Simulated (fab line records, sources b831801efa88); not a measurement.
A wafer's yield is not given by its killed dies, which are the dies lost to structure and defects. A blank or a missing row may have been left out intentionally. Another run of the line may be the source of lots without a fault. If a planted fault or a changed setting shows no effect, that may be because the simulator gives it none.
One fault seen from 2 desks || flow sky130 || each desk has only its own numbers; what lay behind them comes last

## FOR THE TOOL OWNER'S DESK: implanter-03
SKY_SD_N_IMPLANT_10, tool's own readings: per-lot mean of the sampled wafers with a number, covering each lot this tool ran. If a lot's mean is further than 4 standard deviations from the usual mean, the lot is out of limits and carries the mark OUT (the distance appears in the brackets).
Columns: A = beam-energy-keV at SKY_SD_N_IMPLANT_10, usual 19.999; B = faraday-current-uA at SKY_SD_N_IMPLANT_10, usual 562
{"lot": "L537", "first seen here": "day 29 06:50", "A": 19.998, "B": 564}
{"lot": "L538", "first seen here": "day 29 09:28", "A": 19.999, "B": 572}
{"lot": "L539", "first seen here": "day 29 20:37", "A": 19.998, "B": 577}
{"lot": "L540", "first seen here": "day 30 04:18", "A": 20.003, "B": 572}
{"lot": "L550", "first seen here": "day 33 23:49", "A": "21.146 (+99 or more) OUT", "B": 565}
{"lot": "L551", "first seen here": "day 34 00:53", "A": "21.143 (+99 or more) OUT", "B": 561}
This desk's finding: out of limits on L550, L551; first on L550, day 33 23:49 (beam-energy-keV at SKY_SD_N_IMPLANT_10). L537, L538, L539, L540 stayed within limits.

## FROM THE METROLOGY DESK
Lot by lot, what the gauges showed, no matter which tool ran the lot: averages of those sampled wafers that carry a number. If a lot's mean is further than 4 standard deviations from the usual mean, the lot is out of limits and carries the mark OUT (the distance appears in the brackets).
Columns: A = LDD_LDN_OVL at SKY_LDD_LDN_OVL_MEAS_07, usual -0.5 nm; B = SD_P_RS at SKY_SD_N_RS_MEAS_17, usual 147.1 ohm/sq
{"lot": "L533", "first seen here": "day 22 06:01", "A": -0.0, "B": 147.2}
{"lot": "L534", "first seen here": "day 23 00:21", "A": 3.4, "B": 147.3}
{"lot": "L535", "first seen here": "day 23 09:50", "A": -1.3, "B": 146.6}
{"lot": "L537", "first seen here": "day 24 06:24", "A": -0.5, "B": 147.3}
{"lot": "L538", "first seen here": "day 24 10:57", "A": -3.4, "B": 147.3}
{"lot": "L539", "first seen here": "day 24 22:35", "A": 0.3, "B": 146.2}
{"lot": "L540", "first seen here": "day 25 06:36", "A": -1.3, "B": 147.3}
{"lot": "L541", "first seen here": "day 25 15:52", "A": -1.0, "B": 146.8}
{"lot": "L550", "first seen here": "day 29 05:23", "A": 0.2, "B": 146.5}
{"lot": "L551", "first seen here": "day 29 09:44", "A": -0.9, "B": 146.7}
{"lot": "L553", "first seen here": "day 29 18:31", "A": 0.9, "B": 147.1}
{"lot": "L555", "first seen here": "day 30 16:07", "A": -1.5, "B": 147.6}
{"lot": "L556", "first seen here": "day 31 11:29", "A": 0.8, "B": 146.9}
This desk's finding: nothing out of limits on any of the 13 lots.

## BROUGHT TOGETHER
An alarm could have come from the tool owner's desk at day 33 23:49, on L550, L551.
Nothing out of limits was seen by the metrology desk.
The metrology desk holds a record of L550, L551, inside its limits.
On implanter-03, each named lot ran SKY_SD_N_IMPLANT_10.

## WHAT THE SIMULATOR HAD PUT IN
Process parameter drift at SKY_SD_N_IMPLANT_10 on implanter-03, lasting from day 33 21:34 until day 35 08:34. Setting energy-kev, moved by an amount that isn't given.
Struck lots among those shown: L550, L551.
Time in hours from fault onset to the first out-of-limits reading at each desk: the tool owner's desk, 2.
